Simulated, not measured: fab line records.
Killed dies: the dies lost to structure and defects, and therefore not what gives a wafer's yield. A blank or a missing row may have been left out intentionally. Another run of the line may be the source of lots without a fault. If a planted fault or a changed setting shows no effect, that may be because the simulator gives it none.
fab line records	flow sky130
record lots=10	wafers=30	lastDay=50
route steps=708 shown VIA3@586 METAL4@602 CAP2M@606 PAD_OPEN@708
lots with no fault: from the same line, run without faults
startH: the number of hours between the record's first day and the start of the first shown wafer of the lot	waitH: how many hours have passed since the lot's step before this one	" identical to the entry in the row above	L1.1+2: several wafers, shown together as one row	- no value, or no start was given	* or withheld: withheld	< > ~ a bound
route shown NAME@n: NAME is a module with steps in the file, n the number in the route of the first one	usual: mean/standard deviation of fault-free wafers	same: alike in all rows	chamber/n: place in a boat	sites: per-site readings	_std_site: standard deviation across them	_edge_site: inner sites' mean taken away from outer sites' mean	radiusMm: for every site, how far away it sits from the centre of the wafer	mask NAME#n: copy n	behind: tool/chamber where the wafer was last shaped	hold: the reason the lot was held/the length of the hold in hours/how it ended	device: whichever transistor did not switch (one of n, p or np)	end of line: the same wafers' tests at the end of the route	a step without rows: its recipe alone	killed: dies that structure and defects cost at the first sort, which is not the same as the wafer's yield	map: shows each die of a wafer: x if killed, . if not, _ if none is there
set.NAME: setting as actually run; set.NAME@STEP: the setting as run at that earlier step	model.NAME: the simulator's own value behind a step, which no gauge read
route steps across a sampled set of lots; one table per step, one row per wafer
services: from which hour (startH, from the record's first day; less than 0 if before it) a tool's chamber was out of use, for how many hours, and why
## steps
# step SKY_VIA3_OVL_MEAS_13
# usual VIA3_OVL=-1/5.5
lot.wafer	tool	chamber	startH	waitH	VIA3_OVL[nm]
L250.2	overlay-01	-	929.75	0.1	0
L250.3	"	-	"	"	-2
L250.6	"	-	"	"	3
L251.2	overlay-01	-	938.57	0.1	-1
L251.4	"	-	"	"	-9
L251.6	"	-	"	"	-3
L253.2	overlay-01	-	950.90	0.1	1
L253.4	"	-	"	"	-6
L253.5	"	-	"	"	-1
L254.2	overlay-01	-	963.45	0.1	-9
L254.3	"	-	"	"	-8
L254.6	"	-	"	"	2
L255.2	overlay-02	-	974.60	0.1	6
L255.5	"	-	"	"	1
L255.6	"	-	"	"	0
L256.2	overlay-02	-	977.20	0.1	-4
L256.3	"	-	"	"	-10
L256.6	"	-	"	"	-8
L262.3	overlay-02	-	1020.43	0.1	7
L262.5	"	-	"	"	-3
L262.6	"	-	"	"	3
L265.3	overlay-02	-	1045.08	0.1	6
L265.5	"	-	"	"	2
L265.6	"	-	"	"	5
L266.2	overlay-02	-	1058.20	0.1	2
L266.3	"	-	"	"	0
L266.5	"	-	"	"	5
L271.1	overlay-02	-	1079.14	0.1	-2
L271.5	"	-	"	"	-5
L271.6	"	-	"	"	-3
# step SKY_VIA3_CVD_21
# recipe material=W	targetThkNm=390	timeS=117.31	tempC=400	pressureTorr=40
# usual heaterPowerW=841/57	susceptorTempC=400.03/0.23
lot.wafer	tool	chamber	startH	waitH	heaterPowerW	susceptorTempC
L250.2	cvdW-02	0	930.58	0.0	760	399.76
L250.3	"	1	"	"	855	399.54
L250.6	"	1	"	"	851	399.78
L251.2	cvdW-02	0	939.36	0.0	758	400.00
L251.4	"	1	"	"	853	400.07
L251.6	"	1	"	"	850	399.93
L253.2	cvdW-02	1	951.68	0.0	863	399.83
L253.4	"	0	"	"	755	399.69
L253.5	"	1	"	"	860	400.29
L254.2	cvdW-01	1	964.24	0.0	879	400.77
L254.3	"	0	"	"	856	399.91
L254.6	"	0	"	"	861	400.26
L255.2	cvdW-01	0	975.39	0.0	860	400.68
L255.5	"	1	"	"	915	400.06
L255.6	"	0	"	"	875	400.09
L256.2	cvdW-02	1	977.98	0.0	840	399.86
L256.3	"	1	"	"	846	399.78
L256.6	"	0	"	"	749	399.81
L262.3	cvdW-02	0	1021.24	0.1	767	400.13
L262.5	"	1	"	"	872	399.93
L262.6	"	0	"	"	757	399.86
L265.3	cvdW-01	1	1045.90	0.1	908	400.11
L265.5	"	0	"	"	872	400.14
L265.6	"	1	"	"	923	399.90
L266.2	cvdW-02	1	1059.09	0.0	830	399.58
L266.3	"	1	"	"	837	399.90
L266.5	"	0	"	"	781	400.00
L271.1	cvdW-01	1	1080.40	0.0	901	400.28
L271.5	"	1	"	"	932	399.80
L271.6	"	0	"	"	873	400.25
# step SKY_VIA3_RS_MEAS_22
# recipe thkMeasGauge=four-point-probe	reads=W_of_VIA3_CVD_21+TiN_of_VIA3_SPUTTER_20
# usual VIA3_W_RS=0.296/0.004
lot.wafer	tool	chamber	startH	waitH	VIA3_W_RS[ohm/sq]
L250.2	filmMetro-03	-	930.72	0.1	0.301
L250.3	"	-	"	"	0.296
L250.6	"	-	"	"	0.297
L251.2	filmMetro-01	-	939.50	0.1	0.297
L251.4	"	-	"	"	0.292
L251.6	"	-	"	"	0.295
L253.2	filmMetro-02	-	951.83	0.1	0.291
L253.4	"	-	"	"	0.298
L253.5	"	-	"	"	0.294
L254.2	filmMetro-01	-	964.38	0.1	0.298
L254.3	"	-	"	"	0.290
L254.6	"	-	"	"	0.296
L255.2	filmMetro-02	-	975.53	0.1	0.290
L255.5	"	-	"	"	0.298
L255.6	"	-	"	"	0.294
L256.2	filmMetro-02	-	978.13	0.1	0.297
L256.3	"	-	"	"	0.299
L256.6	"	-	"	"	0.307
L262.3	filmMetro-03	-	1021.37	0.1	1.107
L262.5	"	-	"	"	1.097
L262.6	"	-	"	"	1.124
L265.3	filmMetro-02	-	1046.02	0.1	0.295
L265.5	"	-	"	"	0.288
L265.6	"	-	"	"	0.298
L266.2	filmMetro-03	-	1059.24	0.1	1.079
L266.3	"	-	"	"	1.099
L266.5	"	-	"	"	1.138
L271.1	filmMetro-03	-	1080.53	0.1	0.290
L271.5	"	-	"	"	0.295
L271.6	"	-	"	"	0.294
# step SKY_VIA3_THK_MEAS_23
# recipe thkMeasGauge=xrf	reads=W_of_VIA3_CVD_21
# usual VIA3_W_THK=376/7.4
lot.wafer	tool	chamber	startH	waitH	VIA3_W_THK[nm]
L250.2	filmMetro-03	-	930.83	0.1	364
L250.3	"	-	"	"	369
L250.6	"	-	"	"	366
L251.2	filmMetro-01	-	939.61	0.1	371
L251.4	"	-	"	"	378
L251.6	"	-	"	"	376
L253.2	filmMetro-02	-	951.94	0.1	379
L253.4	"	-	"	"	372
L253.5	"	-	"	"	377
L254.2	filmMetro-01	-	964.49	0.1	379
L254.3	"	-	"	"	390
L254.6	"	-	"	"	380
L255.2	filmMetro-02	-	975.64	0.1	379
L255.5	"	-	"	"	373
L255.6	"	-	"	"	376
L256.2	filmMetro-02	-	978.24	0.1	369
L256.3	"	-	"	"	371
L256.6	"	-	"	"	362
L262.3	filmMetro-03	-	1021.47	0.1	104
L262.5	"	-	"	"	105
L262.6	"	-	"	"	103
L265.3	filmMetro-02	-	1046.12	0.1	377
L265.5	"	-	"	"	389
L265.6	"	-	"	"	373
L266.2	filmMetro-03	-	1059.35	0.1	108
L266.3	"	-	"	"	106
L266.5	"	-	"	"	102
L271.1	filmMetro-03	-	1080.65	0.1	381
L271.5	"	-	"	"	374
L271.6	"	-	"	"	375
# step SKY_VIA3_CMP_24
# recipe stopOn=SiO2	tOverpolishS=20	downForcePsi=3.5	platenRpm=60	targetThkNm=0	padVelocityMS=0.94248
# usual motorCurrentA=10.9/0.87	retainingRingPressureFrac=1.000/0.0051	timeToEndpointS=96/5.4
lot.wafer	tool	chamber	startH	waitH	motorCurrentA	retainingRingPressureFrac	timeToEndpointS
L250.3	cmp-01	2	930.93	0.1	11.2	1.000	91
L250.2	"	3	"	"	12.0	0.997	86
L250.6	"	2	"	"	11.7	0.993	90
L251.4	cmp-01	0	939.92	0.3	11.3	0.998	99
L251.2	"	1	"	"	9.6	1.005	84
L251.6	"	0	"	"	11.2	1.004	96
L253.4	cmp-01	3	951.99	0.0	13.1	1.004	87
L253.2	"	2	"	"	10.7	0.987	91
L253.5	"	3	"	"	13.0	0.996	92
L254.3	cmp-02	2	964.54	0.0	10.2	0.993	109
L254.2	"	0	"	"	10.1	1.007	99
L254.6	"	3	"	"	10.8	0.999	100
L255.2	cmp-01	0	975.69	0.0	11.1	1.007	100
L255.6	"	0	"	"	11.1	1.007	101
L255.5	"	1	"	"	9.6	1.000	94
L256.3	cmp-02	3	978.39	0.1	9.6	0.991	96
L256.2	"	0	"	"	11.2	0.997	96
L256.6	"	2	"	"	10.0	0.998	99
L262.3	cmp-02	0	1021.51	0.0	11.3	1.007	28
L262.6	"	0	"	"	11.0	0.998	27
L262.5	"	1	"	"	11.4	0.999	29
L265.3	cmp-02	0	1046.22	0.1	10.8	0.998	94
L265.5	"	3	"	"	10.2	1.003	97
L265.6	"	0	"	"	11.1	1.005	92
L266.2	cmp-01	0	1059.40	0.0	10.9	1.009	33
L266.3	"	3	"	"	12.1	0.994	23
L266.5	"	0	"	"	11.0	1.008	29
L271.1	cmp-02	2	1080.71	0.1	10.9	0.994	102
L271.5	"	2	"	"	10.6	0.997	96
L271.6	"	3	"	"	9.8	0.999	90
# step SKY_METAL4_SPUTTER_04
# recipe material=TiN	targetThkNm=70	powerW=6500	timeS=58.3	chamberPressurePa=0.4
# usual throttleValvePct=30.0/1.5
# same timeS=58.3
lot.wafer	tool	chamber	startH	waitH	throttleValvePct
L250.2	pvdSputter-04	-	931.29	0.0	29.8
L250.3	"	-	"	"	29.8
L250.6	"	-	"	"	27.8
L251.2	pvdSputter-04	-	940.28	0.0	27.6
L251.4	"	-	"	"	30.4
L251.6	"	-	"	"	29.7
L253.2	pvdSputter-04	-	952.39	0.0	29.9
L253.4	"	-	"	"	29.5
L253.5	"	-	"	"	30.6
L254.2	pvdSputter-04	-	964.95	0.0	27.3
L254.3	"	-	"	"	29.9
L254.6	"	-	"	"	29.6
L255.2	pvdSputter-03	-	976.09	0.0	31.6
L255.5	"	-	"	"	28.8
L255.6	"	-	"	"	31.5
L256.2	pvdSputter-02	-	978.69	0.0	33.5
L256.3	"	-	"	"	30.2
L256.6	"	-	"	"	30.4
L262.3	pvdSputter-04	-	1021.91	0.0	29.5
L262.5	"	-	"	"	27.5
L262.6	"	-	"	"	30.3
L265.3	pvdSputter-03	-	1046.58	0.0	28.7
L265.5	"	-	"	"	28.3
L265.6	"	-	"	"	30.7
L266.2	pvdSputter-02	-	1059.80	0.0	30.0
L266.3	"	-	"	"	30.9
L266.5	"	-	"	"	30.9
L271.1	pvdSputter-02	-	1081.11	0.0	33.5
L271.5	"	-	"	"	30.0
L271.6	"	-	"	"	33.5
# step SKY_CAP2M_RS_MEAS_03
# recipe thkMeasGauge=four-point-probe	reads=TiN_of_CAP2M_SPUTTER_02
# usual CAP2M_TIN_RS=6.91/0.075
lot.wafer	tool	chamber	startH	waitH	CAP2M_TIN_RS[ohm/sq]
L250.2	filmMetro-01	-	931.55	0.1	6.94
L250.3	"	-	"	"	7.02
L250.6	"	-	"	"	6.97
L251.2	filmMetro-02	-	940.54	0.1	6.87
L251.4	"	-	"	"	6.85
L251.6	"	-	"	"	6.87
L253.2	filmMetro-04	-	952.65	0.1	6.87
L253.4	"	-	"	"	6.80
L253.5	"	-	"	"	6.83
L254.2	filmMetro-02	-	965.22	0.1	6.96
L254.3	"	-	"	"	6.90
L254.6	"	-	"	"	6.95
L255.2	filmMetro-04	-	976.35	0.1	6.86
L255.5	"	-	"	"	6.92
L255.6	"	-	"	"	6.92
L256.2	filmMetro-02	-	978.95	0.1	6.82
L256.3	"	-	"	"	6.78
L256.6	"	-	"	"	6.78
L262.3	filmMetro-04	-	1022.19	0.1	6.85
L262.5	"	-	"	"	6.81
L262.6	"	-	"	"	6.88
L265.3	filmMetro-02	-	1046.86	0.1	6.95
L265.5	"	-	"	"	6.93
L265.6	"	-	"	"	6.98
L266.2	filmMetro-02	-	1060.06	0.1	6.92
L266.3	"	-	"	"	6.99
L266.5	"	-	"	"	7.00
L271.1	filmMetro-02	-	1081.35	0.1	6.84
L271.5	"	-	"	"	6.94
L271.6	"	-	"	"	7.01
# step SKY_PAD_OPEN_PROBE_99
# usual defectLimitedYield=82.6/2	killed_at_M0_to_M3=44/7.3	killed_at_M4_up=3.1/1.6	killedAtContacts=24/5.4	killedAtFrontEnd=15/4	killedAtOther=0.2/0.49	killedDies=86/10	killedOpen=48/7.3	killedShort=38/6.3	sort_bin_3_pad_short=0.8/0.45	sort_bin_5_function=10.3/1.5	sort_bin_6_memory=6.3/1.2	sortNPass=406/10	sortYieldPct=82.6/2
# same grossDies=492	killedAtBackSide=0	sort_bin_4_leakage[%]=0	sort_bin_8_speed[%]=0
lot.wafer	tool	chamber	startH	waitH	defectLimitedYield[%]	killed_at_M0_to_M3	killed_at_M4_up	killedAtContacts	killedAtFrontEnd	killedAtOther	killedDies	killedOpen	killedShort	sort_bin_3_pad_short[%]	sort_bin_5_function[%]	sort_bin_6_memory[%]	sortNPass	sortYieldPct[%]
L251.2	prober-02	-	1084.38	0.1	80.7	56	3	24	11	1	95	55	40	1.8	10.2	7.3	397	80.7
L251.4	prober-02	-	1084.48	0.2	80.1	54	4	26	14	0	98	47	51	1.0	11.6	7.3	394	80.1
L251.6	prober-02	-	1084.58	0.2	80.7	49	3	34	9	0	95	60	35	0.4	12.6	6.3	397	80.7
L253.2	prober-02	-	1094.36	0.1	84.1	39	0	22	17	0	78	42	36	0.6	8.5	6.7	414	84.1
L253.4	prober-02	-	1094.46	0.2	81.9	45	5	25	14	0	89	45	44	0.6	10.8	6.7	403	81.9
L253.5	prober-02	-	1094.51	0.2	81.9	39	3	31	16	0	89	54	35	1.4	10.4	6.3	403	81.9
L254.2	prober-01	-	1105.24	0.1	85.8	32	3	21	14	0	70	36	34	0.6	8.5	5.1	422	85.8
L254.3	prober-01	-	1105.29	0.2	84.6	36	3	21	16	0	76	48	28	0.2	9.3	5.9	416	84.6
L254.6	prober-01	-	1105.44	0.2	84.6	36	5	17	18	0	76	47	29	0.8	7.9	6.7	416	84.6
L265.3	prober-02	-	1172.64	0.2	80.9	51	2	27	14	0	94	49	45	1.2	10.6	7.3	398	80.9
L265.5	prober-02	-	1172.74	0.2	82.7	43	3	24	15	0	85	44	41	1.0	9.1	7.1	407	82.7
L265.6	prober-02	-	1172.79	0.2	82.7	46	2	25	12	0	85	46	39	1.0	9.1	7.1	407	82.7
# killed by level:class
L251.2 VIA1:geometricParticle:open=11 CONTACT:geometricParticle:open=9 VIA2:geometricParticle:open=9 LI_CONTACT:geometricParticle:open=7 VIA3:geometricParticle:open=7 METAL1:geometricParticle:short=6 CONTACT:geometricParticle:short=6 VIA1:geometricParticle:short=6
L251.4 CONTACT:geometricParticle:open=11 METAL2:geometricParticle:short=10 VIA1:geometricParticle:open=8 LI_CONTACT:geometricParticle:open=7 METAL1:geometricParticle:short=7 FIELD_ISO:geometricParticle:short=6 VIA2:geometricParticle:open=6 METAL3:geometricParticle:short=6
L251.6 CONTACT:geometricParticle:open=17 VIA1:geometricParticle:open=12 LI_CONTACT:geometricParticle:open=9 METAL2:geometricParticle:short=9 VIA3:geometricParticle:open=6 VIA2:geometricParticle:open=6 METAL1:geometricParticle:short=5 CONTACT:geometricParticle:short=4
L253.2 CONTACT:geometricParticle:open=9 VIA1:geometricParticle:open=9 VIA3:geometricParticle:open=6 SPACER:geometricParticle:short=5 VIA2:geometricParticle:open=5 LI_CONTACT:geometricParticle:open=4 CONTACT:geometricParticle:short=4 METAL1:geometricParticle:short=4
L253.4 METAL2:geometricParticle:short=10 VIA1:geometricParticle:open=8 LI_CONTACT:geometricParticle:open=7 VIA2:geometricParticle:open=7 CONTACT:geometricParticle:open=7 METAL3:geometricParticle:short=5 VIA3:geometricParticle:open=5 LOCAL_INTERCONNECT:geometricParticle:short=4
L253.5 CONTACT:geometricParticle:open=18 VIA1:geometricParticle:open=12 POLY_GATE:geometricParticle:open=7 VIA3:geometricParticle:open=6 VIA3:geometricParticle:short=4 FIELD_ISO:geometricParticle:short=3 LI_CONTACT:geometricParticle:short=3 LI_CONTACT:geometricParticle:open=3
L254.2 CONTACT:geometricParticle:open=8 METAL1:geometricParticle:short=8 LI_CONTACT:geometricParticle:open=7 FIELD_ISO:geometricParticle:short=6 VIA1:geometricParticle:open=6 METAL2:geometricParticle:short=4 POLY_GATE:geometricParticle:open=4 CONTACT:geometricParticle:short=4
L254.3 LI_CONTACT:geometricParticle:open=10 VIA3:geometricParticle:open=8 FIELD_ISO:geometricParticle:open=6 VIA2:geometricParticle:open=6 CONTACT:geometricParticle:open=5 METAL1:geometricParticle:short=5 FIELD_ISO:geometricParticle:short=4 VIA1:geometricParticle:open=4
L254.6 LI_CONTACT:geometricParticle:open=8 VIA2:geometricParticle:open=8 VIA3:geometricParticle:open=6 VIA1:geometricParticle:open=6 FIELD_ISO:geometricParticle:open=5 POLY_GATE:geometricParticle:open=4 FIELD_ISO:geometricParticle:short=3 POLY_GATE:geometricParticle:short=3
L265.3 VIA1:geometricParticle:open=15 CONTACT:geometricParticle:open=11 METAL1:geometricParticle:short=9 METAL3:geometricParticle:short=8 FIELD_ISO:geometricParticle:short=6 LOCAL_INTERCONNECT:geometricParticle:short=6 VIA3:geometricParticle:open=6 FIELD_ISO:geometricParticle:open=5
L265.5 VIA1:geometricParticle:open=13 LOCAL_INTERCONNECT:geometricParticle:short=9 LI_CONTACT:geometricParticle:open=6 METAL1:geometricParticle:short=5 METAL2:geometricParticle:short=5 VIA3:geometricParticle:open=5 FIELD_ISO:geometricParticle:short=4 POLY_GATE:geometricParticle:open=4
L265.6 LI_CONTACT:geometricParticle:open=11 VIA1:geometricParticle:open=9 METAL1:geometricParticle:short=6 CONTACT:geometricParticle:open=5 VIA2:geometricParticle:open=5 VIA3:geometricParticle:open=5 LOCAL_INTERCONNECT:geometricParticle:short=4 VIA1:geometricParticle:short=4
## services
tool	chamber	startH	hours	kind
cmp-01	-	912.00	4.0	pm
cmp-01	-	916.00	-	consumableReplace:conditioner
cmp-01	-	916.00	-	consumableReplace:pad
cvdW-02	0	918.00	-	clean
cvdW-02	1	918.00	-	clean
pvdSputter-03	-	929.30	0.9	repair
pvdSputter-04	0	931.34	-	consumableReplace:kit
pvdSputter-04	0	931.34	18.0	scheduledDown
pvdSputter-04	0	931.34	18.0	ventCycle
cmp-02	-	935.41	8.7	pm
pvdSputter-02	-	935.83	12.5	repair
cvdW-01	0	936.11	10.5	repair
cvdW-02	1	954.95	3.3	repair
cmp-01	-	964.35	4.0	repair
pvdSputter-03	-	1006.96	2.2	repair
cmp-01	-	1012.92	0.3	repair
cmp-01	-	1017.57	5.0	pm
pvdSputter-02	-	1027.40	8.6	repair
cmp-01	-	1033.11	0.6	repair
cmp-02	-	1034.12	1.6	repair
pvdSputter-04	-	1055.98	5.3	repair
cmp-02	-	1066.20	1.7	repair
pvdSputter-04	3	1069.07	-	consumableReplace:kit
cmp-02	-	1074.51	2.5	repair
## key
firstSign step=SKY_VIA3_RS_MEAS_22	reading=VIA3_W_RS	direction=up	sigmas=99+	usual=0.296	struck=1.107
effect step=SKY_VIA3_THK_MEAS_23	reading=VIA3_W_THK	direction=down	sigmas=37	usual=376	struck=105
effect step=SKY_VIA3_CMP_24	reading=timeToEndpointS	direction=down	sigmas=12	usual=*	struck=*
metAt SKY_VIA3_CVD_21
struckLots L262,L266
notActingAt SKY_VIA3_OVL_MEAS_13,SKY_METAL4_SPUTTER_04,SKY_CAP2M_RS_MEAS_03
onsetBetween 977.98 1021.24
fault kind=processParameterDrift	tool=cvdW-02	chamber=-	onsetH=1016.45	steps=SKY_VIA3_CVD_21	channel=targetThkNm	offset=-276.54	shape=step	endH=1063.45	actsIn=theseRecipesOnly	stated=390
